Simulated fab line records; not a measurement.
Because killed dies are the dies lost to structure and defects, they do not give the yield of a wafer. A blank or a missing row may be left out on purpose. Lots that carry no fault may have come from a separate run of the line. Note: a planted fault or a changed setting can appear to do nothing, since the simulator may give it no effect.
fab line records ; flow sky130
[record] lots = 11; wafers = 33; last_day = 50
route steps=708 shown VT_ADJUST_PCH@151 POLY_GATE@230 LDD_P@265 LDD_LDN@301
lots untouched by any fault: they come from a run of this same line in which no faults occurred
start_h: the number of hours between the record's first day and the start of the first shown wafer of the lot ; wait_h: hours since the lot's step before ; " unchanged from the row above ; L1.1+2: a row that stands for several wafers ; - value missing, or start not given ; * or withheld: withheld ; < > ~ a bound
route shown NAME@n: NAME is a module with steps in the file, n the number in the route of the first one ; usual: mean/standard deviation of fault-free wafers ; same: alike in all rows ; chamber/n: place in a boat ; sites: each site's reading ; _std_site: their standard deviation ; _edge_site: the outer-site mean with the inner-site mean subtracted ; radius_mm: for every site, how far away it sits from the centre of the wafer ; mask NAME#n: copy n ; behind: the last tool/chamber to shape the wafer ; hold: cause of the lot's hold/its duration in hours/its outcome ; device: the transistor (n, p or np) that didn't switch ; end of line: tests run on the same wafers once the route is complete ; a step without rows: its recipe alone ; killed: at the first sort, the dies lost to defects and structure; wafer yield is something else ; map: a wafer's dies, x killed, . not, _ none there
set.NAME: the setting that was run; set.NAME@STEP: the one run at that earlier step ; model.NAME: the simulator's own value behind a step, which no gauge read
a sample of lots followed through the steps of the route, with each step as a table and each wafer as a row
services: when a tool's chamber went out of use (start_h, in hours from the record's first day, below 0 if earlier), for how many hours, and the reason
[[steps]]
[step SKY_VT_ADJUST_PCH_IMPLANT_08]
[recipe] species = B; energy_kev = 10; dose_cm2 = 5e+11; tilt_deg = withheld
[usual] beam_on_s = 10.01/0.21; end_station_pressure_torr = 4.98e-06/2.7e-07; faraday_current_uA = 2.82/0.059
lot.wafer;tool;chamber;start_h;wait_h;beam_on_s;end_station_pressure_torr;faraday_current_uA
L415.1;implanter-04;0;222.10;0.0;9.96;4.8e-06;2.82
L415.5;implanter-04;0;222.10;0.0;10.04;5.04e-06;2.80
L415.6;implanter-04;0;222.10;0.0;10.24;5.47e-06;2.75
L417.1;implanter-01;0;248.14;0.0;11.88;8.763e-05;2.36
L417.4;implanter-01;0;248.14;0.0;11.98;9.046e-05;2.34
L417.5;implanter-01;0;248.14;0.0;11.66;8.333e-05;2.40
L421.2;implanter-01;0;268.45;0.0;11.67;8.111e-05;2.41
L421.3;implanter-01;0;268.45;0.0;11.79;9.606e-05;2.38
L421.4;implanter-01;0;268.45;0.0;11.71;9.112e-05;2.38
L424.1;implanter-04;0;292.55;0.0;10.19;4.89e-06;2.76
L424.4;implanter-04;0;292.55;0.0;10.18;4.98e-06;2.75
L424.5;implanter-04;0;292.55;0.0;10.09;5.03e-06;2.79
L429.3;implanter-03;0;332.98;0.1;10.08;5.2e-06;2.79
L429.4;implanter-03;0;332.98;0.1;10.25;5.06e-06;2.74
L429.6;implanter-03;0;332.98;0.1;10.12;5.49e-06;2.79
L430.1;implanter-01;0;341.98;0.0;10.12;5.15e-06;2.79
L430.2;implanter-01;0;341.98;0.0;9.64;5.45e-06;2.92
L430.5;implanter-01;0;341.98;0.0;10.08;4.85e-06;2.79
L431.1;implanter-01;0;348.54;0.0;9.89;4.87e-06;2.84
L431.4;implanter-01;0;348.54;0.0;9.58;5e-06;2.94
L431.5;implanter-01;0;348.54;0.0;9.48;4.66e-06;2.95
L433.1;implanter-04;0;363.93;0.0;10.06;5.12e-06;2.81
L433.3;implanter-04;0;363.93;0.0;9.86;4.8e-06;2.85
L433.4;implanter-04;0;363.93;0.0;9.73;4.97e-06;2.90
L436.1;implanter-03;0;376.23;0.0;9.72;4.9e-06;2.91
L436.4;implanter-03;0;376.23;0.0;10.39;4.71e-06;2.71
L436.5;implanter-03;0;376.23;0.0;10.29;5.04e-06;2.72
L437.2;implanter-03;0;383.22;0.0;9.72;4.86e-06;2.89
L437.4;implanter-03;0;383.22;0.0;10.13;5.33e-06;2.78
L437.5;implanter-03;0;383.22;0.0;9.99;5.55e-06;2.82
L438.3;implanter-01;0;396.63;0.1;9.84;5.03e-06;2.85
L438.4;implanter-01;0;396.63;0.1;10.28;5.02e-06;2.74
L438.6;implanter-01;0;396.63;0.1;10.02;4.61e-06;2.83
[step SKY_VT_ADJUST_PCH_TW_MEAS_10]
[usual] VT_ADJUST_PCH_TW = 142.5/0.79
lot.wafer;tool;chamber;start_h;wait_h;VT_ADJUST_PCH_TW
L415.1;film_metro-04;-;222.35;0.1;142.5
L415.5;film_metro-04;-;222.35;0.1;142.2
L415.6;film_metro-04;-;222.35;0.1;141.9
L417.1;film_metro-03;-;248.39;0.1;147.4
L417.4;film_metro-03;-;248.39;0.1;146.8
L417.5;film_metro-03;-;248.39;0.1;147.3
L421.2;film_metro-03;-;268.69;0.1;149.7
L421.3;film_metro-03;-;268.69;0.1;149.7
L421.4;film_metro-03;-;268.69;0.1;148.8
L424.1;film_metro-03;-;292.80;0.1;142.7
L424.4;film_metro-03;-;292.80;0.1;142.7
L424.5;film_metro-03;-;292.80;0.1;141.6
L429.3;film_metro-02;-;333.30;0.1;141.9
L429.4;film_metro-02;-;333.30;0.1;141.3
L429.6;film_metro-02;-;333.30;0.1;141.4
L430.1;film_metro-02;-;342.23;0.1;141.8
L430.2;film_metro-02;-;342.23;0.1;142.4
L430.5;film_metro-02;-;342.23;0.1;141.3
L431.1;film_metro-03;-;348.79;0.1;142.7
L431.4;film_metro-03;-;348.79;0.1;142.4
L431.5;film_metro-03;-;348.79;0.1;143.2
L433.1;film_metro-04;-;364.18;0.1;142.3
L433.3;film_metro-04;-;364.18;0.1;141.7
L433.4;film_metro-04;-;364.18;0.1;141.6
L436.1;film_metro-02;-;376.48;0.1;142.6
L436.4;film_metro-02;-;376.48;0.1;142.4
L436.5;film_metro-02;-;376.48;0.1;142.6
L437.2;film_metro-03;-;383.45;0.1;142.0
L437.4;film_metro-03;-;383.45;0.1;141.6
L437.5;film_metro-03;-;383.45;0.1;141.0
L438.3;film_metro-03;-;396.85;0.1;143.1
L438.4;film_metro-03;-;396.85;0.1;142.9
L438.6;film_metro-03;-;396.85;0.1;142.7
[step SKY_POLY_GATE_ETCH_16]
[recipe] stop_on = poly-Si; chemistry = CH3F/O2; target = Si3N4; source_w = 400; bias_w = 80; pressure_mtorr = 25; ch3f_flow_sccm = 40; O2_flow_sccm = 30; time_s = 147.5; target_depth_a = 750
[usual] drypump_motor_current_A = 5.8/0.43; oes_product_au = 0.640/0.0051; throttle_valve_pct = 10.534/0.009
lot.wafer;tool;chamber;start_h;wait_h;drypump_motor_current_A;oes_product_au;rf_hours_counter_h;throttle_valve_pct
L415.1;rie_diel-02;3;370.75;0.0;5.1;0.639;54;10.522
L415.5;rie_diel-02;2;370.75;0.0;6.4;0.627;-;10.530
L415.6;rie_diel-02;3;370.75;0.0;5.1;0.641;-;10.529
L417.1;rie_diel-01;1;415.65;0.0;6.4;0.635;5;10.548
L417.4;rie_diel-01;1;415.65;0.0;6.4;0.641;-;10.528
L417.5;rie_diel-01;2;415.65;0.0;5.8;0.638;-;10.534
L421.2;rie_diel-04;0;506.89;0.0;5.4;0.636;2;10.538
L421.3;rie_diel-04;1;506.89;0.0;5.2;0.642;18;10.537
L421.4;rie_diel-04;3;506.89;0.0;5.7;0.642;2;10.528
L424.1;rie_diel-02;0;507.24;0.0;5.9;0.645;9;10.535
L424.4;rie_diel-02;3;507.24;0.0;5.1;0.643;57;10.527
L424.5;rie_diel-02;0;507.24;0.0;5.9;0.645;-;10.531
L429.3;rie_diel-01;1;512.43;0.0;6.4;0.643;7;10.532
L429.4;rie_diel-01;3;512.43;0.0;6.0;0.639;2;10.545
L429.6;rie_diel-01;1;512.43;0.0;6.4;0.636;-;10.522
L430.1;rie_diel-04;3;517.23;0.0;5.7;0.637;2;10.527
L430.2;rie_diel-04;1;517.23;0.0;5.2;0.631;19;10.542
L430.5;rie_diel-04;3;517.23;0.0;5.7;0.637;-;10.531
L431.1;rie_diel-01;0;517.35;0.0;5.3;0.641;2;10.538
L431.4;rie_diel-01;3;517.35;0.0;6.0;0.640;2;10.521
L431.5;rie_diel-01;0;517.35;0.0;5.3;0.647;-;10.530
L433.1;rie_diel-01;0;525.70;0.0;5.3;0.647;2;10.553
L433.3;rie_diel-01;1;525.70;0.0;6.4;0.634;8;10.560
L433.4;rie_diel-01;3;525.70;0.0;6.0;0.640;2;10.539
L436.1;rie_diel-01;2;539.80;0.0;5.8;0.631;58;10.542
L436.4;rie_diel-01;0;539.80;0.0;5.3;0.648;3;10.532
L436.5;rie_diel-01;0;539.80;0.0;5.3;0.643;-;10.529
L437.2;rie_diel-02;2;549.04;0.0;6.4;0.637;33;10.542
L437.4;rie_diel-02;3;549.04;0.0;5.1;0.639;58;10.531
L437.5;rie_diel-02;1;549.04;0.0;5.6;0.639;-;10.523
L438.3;rie_diel-02;2;562.34;0.0;6.4;0.632;33;10.529
L438.4;rie_diel-02;0;562.34;0.0;5.9;0.646;10;10.517
L438.6;rie_diel-02;0;562.34;0.0;5.9;0.639;-;10.543
[step SKY_LDD_P_STRIP_10]
[recipe] chemistry = O2/N2; power_w = 1400; pressure_mtorr = 1500; platen_temp_c = withheld; o2_flow_sccm = 3000; n2_flow_sccm = 300; overash_fraction = 0.5
[usual] drypump_motor_current_A = 5.6/0.52; oes_product_au = 0.716/0.0043; strip_time_to_endpoint_s = 14.15/0.04
lot.wafer;tool;chamber;start_h;wait_h;drypump_motor_current_A;oes_product_au;rf_hours_counter_h;strip_time_to_endpoint_s
L415.1;plasma_asher-02;1;429.67;0.1;5.3;0.713;63;14.12
L415.5;plasma_asher-02;0;429.67;0.1;6.7;0.711;-;14.12
L415.6;plasma_asher-02;1;429.67;0.1;5.4;0.718;-;14.07
L417.1;plasma_asher-02;1;478.26;0.1;5.4;0.713;68;14.20
L417.4;plasma_asher-02;0;478.26;0.1;6.7;0.717;-;14.18
L417.5;plasma_asher-02;0;478.26;0.1;6.8;0.708;-;14.22
L424.1;plasma_asher-01;0;569.36;0.1;5.3;0.713;45;14.16
L424.4;plasma_asher-01;1;569.36;0.1;5.6;0.718;-;14.20
L424.5;plasma_asher-01;1;569.36;0.1;5.6;0.717;-;14.22
L421.2;plasma_asher-01;1;570.26;0.1;5.6;0.717;45;14.11
L421.3;plasma_asher-01;1;570.26;0.1;5.6;0.717;-;14.11
L421.4;plasma_asher-01;0;570.26;0.1;5.3;0.717;-;14.16
L429.3;plasma_asher-03;0;577.94;0.1;5.8;0.715;-;14.15
L429.4;plasma_asher-03;1;577.94;0.1;4.9;0.718;-;14.17
L429.6;plasma_asher-03;1;577.94;0.1;5.0;0.717;-;14.12
L430.1;plasma_asher-01;1;579.21;0.1;5.6;0.727;46;14.23
L430.2;plasma_asher-01;0;579.21;0.1;5.3;0.712;46;14.20
L430.5;plasma_asher-01;1;579.21;0.1;5.6;0.719;-;14.17
L431.1;plasma_asher-02;1;580.11;0.1;5.3;0.712;78;14.15
L431.4;plasma_asher-02;0;580.11;0.1;6.7;0.716;-;14.18
L431.5;plasma_asher-02;1;580.11;0.1;5.4;0.714;-;14.19
L433.1;plasma_asher-01;1;588.41;0.1;5.6;0.720;47;14.16
L433.3;plasma_asher-01;0;588.41;0.1;5.3;0.711;-;14.20
L433.4;plasma_asher-01;1;588.41;0.1;5.6;0.719;-;14.19
L436.1;plasma_asher-02;0;602.41;0.1;6.8;0.722;80;14.22
L436.4;plasma_asher-02;0;602.41;0.1;6.7;0.717;-;14.19
L436.5;plasma_asher-02;0;602.41;0.1;6.7;0.724;-;14.16
L437.2;plasma_asher-03;1;610.03;0.1;4.9;0.715;17;14.14
L437.4;plasma_asher-03;0;610.03;0.1;5.8;0.713;-;14.12
L437.5;plasma_asher-03;0;610.03;0.1;5.8;0.713;-;14.17
L438.3;plasma_asher-02;0;624.44;0.1;6.8;0.718;-;14.12
L438.4;plasma_asher-02;1;624.44;0.1;5.4;0.720;-;14.16
L438.6;plasma_asher-02;1;624.44;0.1;5.3;0.709;-;14.13
[step SKY_LDD_LDN_STRIP_12]
[recipe] chemistry = O2/N2; power_w = 1400; pressure_mtorr = 1500; platen_temp_c = withheld; o2_flow_sccm = 3000; n2_flow_sccm = 300; overash_fraction = 0.5
[usual] drypump_motor_current_A = 5.9/0.64; oes_product_au = 0.715/0.0046; strip_time_to_endpoint_s = 14.18/0.037
lot.wafer;tool;chamber;start_h;wait_h;drypump_motor_current_A;oes_product_au;rf_hours_counter_h;strip_time_to_endpoint_s
L415.1;plasma_asher-04;0;521.93;0.1;5.2;0.711;82;14.21
L415.5;plasma_asher-04;0;521.93;0.1;5.2;0.710;-;14.17
L415.6;plasma_asher-04;1;521.93;0.1;6.5;0.711;-;14.18
L417.1;plasma_asher-02;0;567.68;0.1;6.8;0.721;77;14.23
L417.4;plasma_asher-02;1;567.68;0.1;5.4;0.713;-;14.18
L417.5;plasma_asher-02;1;567.68;0.1;5.4;0.705;-;14.15
L424.1;plasma_asher-02;1;657.33;0.1;5.4;0.711;86;14.16
L424.4;plasma_asher-02;1;657.33;0.1;5.4;0.714;-;14.16
L424.5;plasma_asher-02;0;657.33;0.1;6.8;0.707;-;14.14
L421.2;plasma_asher-02;1;657.58;0.1;5.4;0.717;86;14.24
L421.3;plasma_asher-02;1;657.58;0.1;5.3;0.723;-;14.23
L421.4;plasma_asher-02;0;657.58;0.1;6.7;0.719;-;14.22
L429.3;plasma_asher-04;1;666.07;0.1;6.5;0.710;-;14.19
L429.4;plasma_asher-04;0;666.07;0.1;5.3;0.716;-;14.22
L429.6;plasma_asher-04;1;666.07;0.1;6.5;0.714;-;14.24
L430.1;plasma_asher-04;1;667.49;0.1;6.4;0.725;96;14.21
L430.2;plasma_asher-04;0;667.49;0.1;5.2;0.709;96;14.17
L430.5;plasma_asher-04;0;667.49;0.1;5.2;0.710;-;14.18
L431.1;plasma_asher-02;0;667.63;0.1;6.7;0.720;88;14.15
L431.4;plasma_asher-02;0;667.63;0.1;6.7;0.715;-;14.18
L431.5;plasma_asher-02;1;667.63;0.1;5.4;0.717;-;14.20
L433.1;plasma_asher-04;0;673.08;0.1;5.2;0.707;97;14.14
L433.3;plasma_asher-04;1;673.08;0.1;6.4;0.712;-;14.17
L433.4;plasma_asher-04;0;673.08;0.1;5.3;0.719;-;14.18
L436.1;plasma_asher-04;1;687.84;0.1;6.5;0.718;99;14.20
L436.4;plasma_asher-04;1;687.84;0.1;6.5;0.718;-;14.22
L436.5;plasma_asher-04;1;687.84;0.1;6.5;0.719;-;14.25
L437.2;plasma_asher-02;0;696.63;0.1;6.7;0.719;91;14.09
L437.4;plasma_asher-02;0;696.63;0.1;6.7;0.722;-;14.18
L437.5;plasma_asher-02;1;696.63;0.1;5.3;0.717;-;14.16
L438.3;plasma_asher-01;1;710.72;0.1;5.6;0.720;-;14.19
L438.4;plasma_asher-01;0;710.72;0.1;5.3;0.715;-;14.21
L438.6;plasma_asher-01;0;710.72;0.1;5.3;0.712;-;14.15
[[services]]
tool;chamber;start_h;hours;kind
rie_diel-01;-;205.72;0.4;repair
implanter-01;-;213.41;2.2;repair
rie_diel-01;-;266.31;2.8;pm
rie_diel-01;3;271.66;7.8;repair
rie_diel-01;1;284.10;3.1;repair
plasma_asher-02;-;325.50;1.6;repair
rie_diel-01;-;337.99;1.2;repair
implanter-01;-;358.28;0.9;repair
rie_diel-01;3;362.85;3.3;repair
implanter-01;-;375.62;3.9;pm
plasma_asher-04;-;381.83;20.0;repair
plasma_asher-04;-;382.02;2.9;repair
implanter-01;-;383.51;1.6;repair
implanter-01;-;429.12;3.9;repair
rie_diel-01;0;438.20;4.0;repair
rie_diel-01;2;461.19;12.4;repair
implanter-01;-;465.23;5.8;repair
plasma_asher-01;-;476.17;0.9;repair
plasma_asher-04;-;487.82;4.0;pm
plasma_asher-04;-;529.23;0.4;repair
rie_diel-01;-;532.60;0.5;repair
plasma_asher-02;-;620.33;0.7;repair
plasma_asher-02;-;631.58;2.8;repair
plasma_asher-02;-;674.39;2.8;pm
[[key]]
[first_sign] step = SKY_VT_ADJUST_PCH_IMPLANT_08; reading = end_station_pressure_torr; direction = up; sigmas = 99+; usual = 4.98e-06; struck = 8.829e-05
[effect] step = SKY_VT_ADJUST_PCH_IMPLANT_08; reading = beam_on_s; direction = up; sigmas = 8.5; usual = 10.01; struck = 11.78
[effect] step = SKY_VT_ADJUST_PCH_TW_MEAS_10; reading = VT_ADJUST_PCH_TW; direction = up; sigmas = 7.3; usual = 142.5; struck = 148.3
met_at SKY_VT_ADJUST_PCH_IMPLANT_08
struck_lots L417,L421
tester_left_out L417,L421
not_acting_at SKY_POLY_GATE_ETCH_16,SKY_LDD_P_STRIP_10,SKY_LDD_LDN_STRIP_12
[fault] kind = process_parameter_drift; tool = implanter-01; chamber = -; onset_h = 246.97; steps = SKY_VT_ADJUST_PCH_IMPLANT_08; channel = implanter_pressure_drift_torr; offset = 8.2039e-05; shape = step; end_h = 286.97
[fault] kind = process_parameter_drift; tool = implanter-01; chamber = -; onset_h = 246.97; steps = SKY_VT_ADJUST_PCH_IMPLANT_08; channel = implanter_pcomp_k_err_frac; offset = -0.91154; shape = step; end_h = 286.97
// tester_left_out: of these lots the tester's yield and bins aren't shown, on N5 and GAA mostly nor the transistor test; their killed dies are dies lost to structure and defects alone, not to doping, threshold or leakage, so they don't give the yield
